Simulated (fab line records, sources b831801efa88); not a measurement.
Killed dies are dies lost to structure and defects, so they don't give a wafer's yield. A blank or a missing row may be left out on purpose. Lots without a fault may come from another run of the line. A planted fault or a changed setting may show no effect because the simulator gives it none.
A struck lot beside a sound one | flow sky130 | 14 steps out of a route of 708
Sound: wafers L872.1, L872.5, L872.6. Struck: wafers L883.3, L883.4, L883.5. The cause comes at the end.
At each step with rows: each side's tool, then ch and its chambers, then its first start. Under that, the readings that differ: sound wafers | struck wafers | difference of the means | sigmas: that difference in standard deviations of wafers without a fault.
alike: readings whose means differ by less than 2 such deviations, and words and numbers that are the same on both sides. not compared: withheld readings, readings that some wafer has no value for, bounds like >300 that may hide the same value, and numbers for which the record gives no deviation and whose values overlap.
The two part at a step that has a row with sigmas, a row that says differs or no value, or rows on one side only. Numbers that don't overlap but have no deviation are shown without sigmas and don't part them. A reading that every wafer of one side lacks parts them only if that side has two wafers or more.

first, 2 steps without rows for these wafers: SKY_VIA2_SPUTTER_20 (material TiN, target thk 20 nm, time 80 s); SKY_VIA2_CVD_21 (deposits W, target thk 420 nm, time 126.4 s).
SKY_VIA2_RS_MEAS_22: measures by four-point-probe.
  sound on film_metro-02, day 38 17:43; struck on film_metro-01, day 43 12:30
  reading            | sound             | struck            | difference | sigmas
  VIA2_W_RS (ohm/sq) | 0.279 0.275 0.274 | 0.267 0.270 0.265 | -0.009     | -3
SKY_VIA2_THK_MEAS_23: measures by xrf.
  sound on film_metro-02, day 38 17:50; struck on film_metro-01, day 43 12:36
  reading         | sound       | struck      | difference | sigmas
  VIA2_W_THK (nm) | 421 429 428 | 441 432 443 | +13        | +2
SKY_VIA2_CMP_24: polishes, stops on SiO2, t overpolish 20 s, target thk 0 nm.
  sound on cmp-02 ch 0,1, day 38 17:57; struck on cmp-01 ch 1,2, day 43 12:38
  alike: motor_current_A, overpolish_run_s, time_to_endpoint_s
SKY_METAL3_SPUTTER_00: material Ti, target thk 15 nm, time 10 s.
  sound on pvd_sputter-02, day 38 18:12; struck on pvd_sputter-02, day 43 12:56
  alike: cathode_dc_power_W, chamber_pressure_pa, throttle_valve_pct
SKY_METAL3_SPUTTER_01: material TiN, target thk 20 nm, time 16.7 s.
  sound on pvd_sputter-02, day 38 18:13; struck on pvd_sputter-02, day 43 12:58
  alike: cathode_dc_power_W, chamber_pressure_pa, throttle_valve_pct
then, 2 steps without rows for these wafers: SKY_METAL3_SPUTTER_02 (material AlCu, target thk 735 nm, time 39.1 s); SKY_METAL3_SPUTTER_03 (material Ti, target thk 5 nm, time 3.3 s).
SKY_METAL3_SPUTTER_04: material TiN, target thk 70 nm, time 58.3 s.
  sound on pvd_sputter-02, day 38 18:18; struck on pvd_sputter-02, day 43 13:02
  alike: cathode_dc_power_W, chamber_pressure_pa, throttle_valve_pct
SKY_CAPM_CVD_00: deposits SiO2, target thk 15.5 nm.
  sound on pecvd-03 ch 0,1,2, day 38 18:21; struck on pecvd-02 ch 0,1,2, day 43 13:05
  alike: heater_power_w
SKY_CAPM_THK_MEAS_01:
  sound on film_metro-04, day 38 18:22; struck on film_metro-03, day 43 13:08
  alike: CAPM_CVD_00_THK
SKY_CAPM_SPUTTER_02: material TiN, target thk 200 nm, time 166.7 s.
  sound on pvd_sputter-04, day 38 18:26; struck on pvd_sputter-04, day 43 13:10
  no value came back on the struck wafers for cathode_dc_power_W (W), chamber_pressure_pa (Pa), substrate_temp_c (C), throttle_valve_pct (%); on the sound wafers cathode_dc_power_W (W) reads 6498.2 6501.0 6498.8
SKY_CAPM_RS_MEAS_03: measures by four-point-probe.
  sound on film_metro-03, day 38 18:32; struck on film_metro-04, day 43 13:37
  reading              | sound          | struck | difference                    | sigmas
  CAPM_TIN_RS (ohm/sq) | 6.84 6.96 6.94 | - - -  | no value on the struck wafers |
  not compared: hold

WHERE THEY PART
First at SKY_VIA2_RS_MEAS_22; last, within this record, at SKY_CAPM_RS_MEAS_03.

WHY: what the simulator had put in
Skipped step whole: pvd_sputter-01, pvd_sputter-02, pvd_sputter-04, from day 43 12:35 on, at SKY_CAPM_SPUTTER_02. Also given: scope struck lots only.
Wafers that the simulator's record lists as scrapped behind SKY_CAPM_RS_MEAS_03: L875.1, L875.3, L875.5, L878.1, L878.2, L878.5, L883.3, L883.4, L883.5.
